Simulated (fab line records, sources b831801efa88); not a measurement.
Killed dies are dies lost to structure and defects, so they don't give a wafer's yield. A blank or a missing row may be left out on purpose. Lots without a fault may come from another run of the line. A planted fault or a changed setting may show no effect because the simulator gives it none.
Split-lot experiment | flow gf180mcu | 5 lots, 23 wafers read, on a route of 602 steps

THE SPLIT
At GF_CONTACT_SPUTTER_22 (material Ti, target thk 15 nm, time 80.02 s), the setting power_w was moved away from the recipe's 2500 W on 11 of the 23 wafers read, by -8.6% to -6.0%. The other wafers ran this setting at the recipe's value.

The reading is taken at the split's own step.

THE READING
Ti_of_CONTACT_SPUTTER_22.thk_nm (the simulator's own value, which no gauge read), in nm, at GF_CONTACT_SPUTTER_22 (material Ti, target thk 15 nm, time 80.02 s). The file gives no usual value for it. The 12 wafers here that ran the recipe average 15.14 nm, standard deviation 0.088 nm.

wafer  | tool, chamber at the split | power_w as run, W | against the recipe | Ti_of_CONTACT_SPUTTER_22.thk_nm, nm | against lot-mates on the recipe
L074.1 | pvd_sputter-02, -          | 2500              | recipe             | 15.25                               | -
L074.3 | pvd_sputter-02, -          | 2285              | -8.6%              | 13.64                               | -1.51
L074.4 | pvd_sputter-02, -          | 2500              | recipe             | 15.26                               | -
L074.5 | pvd_sputter-02, -          | 2285              | -8.6%              | 14.08                               | -1.07
L074.6 | pvd_sputter-02, -          | 2500              | recipe             | 14.95                               | -
L076.1 | pvd_sputter-03, -          | 2500              | recipe             | 15.09                               | -
L076.2 | pvd_sputter-03, -          | 2350              | -6.0%              | 14.42                               | -0.71
L076.4 | pvd_sputter-03, -          | 2350              | -6.0%              | 14.31                               | -0.81
L076.5 | pvd_sputter-03, -          | 2350              | -6.0%              | 14.17                               | -0.96
L076.6 | pvd_sputter-03, -          | 2500              | recipe             | 15.16                               | -
L077.1 | pvd_sputter-03, -          | 2286              | -8.6%              | 13.79                               | -1.33
L077.2 | pvd_sputter-03, -          | 2286              | -8.6%              | 13.67                               | -1.45
L077.3 | pvd_sputter-03, -          | 2500              | recipe             | 15.14                               | -
L077.4 | pvd_sputter-03, -          | 2286              | -8.6%              | 13.74                               | -1.38
L077.5 | pvd_sputter-03, -          | 2500              | recipe             | 15.1                                | -
L079.1 | pvd_sputter-03, -          | 2500              | recipe             | 15.26                               | -
L079.2 | pvd_sputter-03, -          | 2500              | recipe             | 15.1                                | -
L079.5 | pvd_sputter-03, -          | 2500              | recipe             | 15.1                                | -
L082.1 | pvd_sputter-03, -          | 2500              | recipe             | 15.08                               | -
L082.2 | pvd_sputter-03, -          | 2309              | -7.6%              | 14.08                               | -1.06
L082.4 | pvd_sputter-03, -          | 2309              | -7.6%              | 13.75                               | -1.39
L082.5 | pvd_sputter-03, -          | 2309              | -7.6%              | 13.95                               | -1.20
L082.6 | pvd_sputter-03, -          | 2500              | recipe             | 15.21                               | -

THE FIT
A straight line over all 23 wafers: Ti_of_CONTACT_SPUTTER_22.thk_nm changes by +0.156 nm for each +1% of power_w; r = +0.98; the points scatter about the line by 0.13 nm.
The same after taking each lot's own level away (the mean of its wafers on the recipe; 23 wafers): +0.155 nm for each +1%; r = +0.98; scatter 0.13 nm.
On that fit, the largest move of power_w shifts the reading by 1.3 nm.
The lots' own levels span 15.120 to 15.153 nm, that is 0.4 times the standard deviation above.
So the lot-to-lot level changes the slope little: the two slopes agree.
Check: with one of the wafers moved furthest among these (-8.6%) left out of the fit, the line predicts -1.31 nm for it against its lot-mates. It came out at -1.51 nm against them.

OTHER SPLITS ON THESE WAFERS
These wafers also went through other splits before the reading. Each is held against what the fit with the lots' levels taken away leaves over:
other split on the same wafers | wafers away from the commonest value | r with Ti_of_CONTACT_SPUTTER_22.thk_nm (lot level and that fit taken away)
GF_SAB_DEVELOP_08 dev_temp_c   | 4                                    | +0.24
GF_SALICIDE_SPUTTER_02 power_w | 4                                    | +0.25
GF_SALICIDE_SPUTTER_03 power_w | 10                                   | +0.10

THE FILE'S OWN FIT
Ti_of_CONTACT_SPUTTER_22.thk_nm changes by +0.154 nm for each +1% of power_w, r = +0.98.
